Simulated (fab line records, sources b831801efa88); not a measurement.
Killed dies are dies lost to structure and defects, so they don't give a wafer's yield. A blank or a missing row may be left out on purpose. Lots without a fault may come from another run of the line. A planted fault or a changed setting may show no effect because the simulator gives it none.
A struck lot beside a sound one | flow sky130 | 15 steps out of a route of 708
Sound: wafers L131.2, L131.4, L131.6. Struck: wafers L138.2, L138.5. (L138.1 of the same lot was not struck and is left out.) The cause comes at the end.
At each step with rows: each side's tool, then ch and its chambers, then its first start. Under that, the readings that differ: sound wafers | struck wafers | difference of the means | sigmas: that difference in standard deviations of wafers without a fault.
alike: readings whose means differ by less than 2 such deviations, and words and numbers that are the same on both sides. not compared: withheld readings, readings that some wafer has no value for, bounds like >300 that may hide the same value, and numbers for which the record gives no deviation and whose values overlap.
The two part at a step that has a row with sigmas, a row that says differs or no value, or rows on one side only. Numbers that don't overlap but have no deviation are shown without sigmas and don't part them. A reading that every wafer of one side lacks parts them only if that side has two wafers or more.

first, 8 steps without rows for these wafers: SKY_METAL2_DEHYDRATE_07 (time 60 s); SKY_METAL2_HMDS_08 (prime time 60 s); SKY_METAL2_COAT_09 (resist thk 60.85 nm); SKY_METAL2_COAT_10 (resist thk 450 nm); SKY_METAL2_SOFTBAKE_11 (time 90 s); SKY_METAL2_EXPOSE_12 (exposes mask MM2, target cd 140 nm); SKY_METAL2_PEB_13; SKY_METAL2_DEVELOP_14 (develop time 60 s).
SKY_METAL2_CD_MEAS_15: target cd 140 nm.
  sound on cd_sem-02, day 35 05:05; struck on cd_sem-01, day 37 15:31
  alike: cd_nm
SKY_METAL2_OVL_MEAS_16:
  sound on overlay-02, day 35 05:11; struck on overlay-01, day 37 15:38
  alike: METAL2_OVL
SKY_METAL2_DESCUM_17: chemistry O2, time 8 s.
  sound on rie_metal-04 ch 0,1, day 35 05:13; struck on rie_metal-04 ch 0,1, day 37 15:40
  alike: drypump_motor_current_A, oes_product_au, temp_c
  not compared: rf_hours_counter_h
SKY_METAL2_ETCH_18: etches BARC in N2/H2, stops on SiO2, time 45.9 s, target depth 60 nm.
  sound on rie_metal-04 ch 0,1, day 35 05:15; struck on rie_metal-04 ch 0,1, day 37 15:42
  alike: bias_w, drypump_motor_current_A, oes_product_au, throttle_valve_pct
  not compared: rf_hours_counter_h
SKY_METAL2_METAL_ETCH_19: etches the open film in Cl2/BCl3, stops on SiO2, target depth 360 nm, time 78 s.
  sound on rie_metal-04 ch 0,1, day 35 05:19; struck on rie_metal-04 ch 0,1, day 37 15:46
  reading                                       | sound             | struck      | difference | sigmas
  oes_product_au (a.u.)                         | 0.855 0.863 0.848 | 0.843 0.840 | -0.014     | -2
  model.KrF-thick_of_METAL2_COAT_10.thk_nm (nm) | 164 153.3 155.4   | 217.7 222.8 | +62.7      |
  model.etch.depth_nm (nm)                      | 361.4 363.1 358.1 | 350.6 343.1 | -14.0      |
  model.METAL2.feature_depth_nm (nm)            | 361.4 363.1 358.1 | 350.6 343.1 | -14.0      |
  alike: bias_w, drypump_motor_current_A, throttle_valve_pct
  not compared: rf_hours_counter_h
SKY_METAL2_STRIP_20: strips in O2/N2.
  sound on plasma_asher-04 ch 0,1, day 35 05:24; struck on plasma_asher-01 ch 0,1, day 37 15:51
  reading                      | sound             | struck      | difference | sigmas
  oes_product_au (a.u.)        | 0.344 0.339 0.339 | 0.365 0.367 | +0.025     | +5
  strip_time_to_endpoint_s (s) | 2.77 2.65 2.66    | 3.34 3.41   | +0.68      | +14
  alike: drypump_motor_current_A
  not compared: rf_hours_counter_h
then, 1 step without rows for these wafers: SKY_METAL2_STRIP_21 (strips in post etch residue remover, time 1200 s).

WHERE THEY PART
First at SKY_METAL2_METAL_ETCH_19; last, within this record, at SKY_METAL2_STRIP_20.

WHY: what the simulator had put in
Process parameter drift: rie_metal-04, from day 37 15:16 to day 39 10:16, at SKY_METAL2_METAL_ETCH_19. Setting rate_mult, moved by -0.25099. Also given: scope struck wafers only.
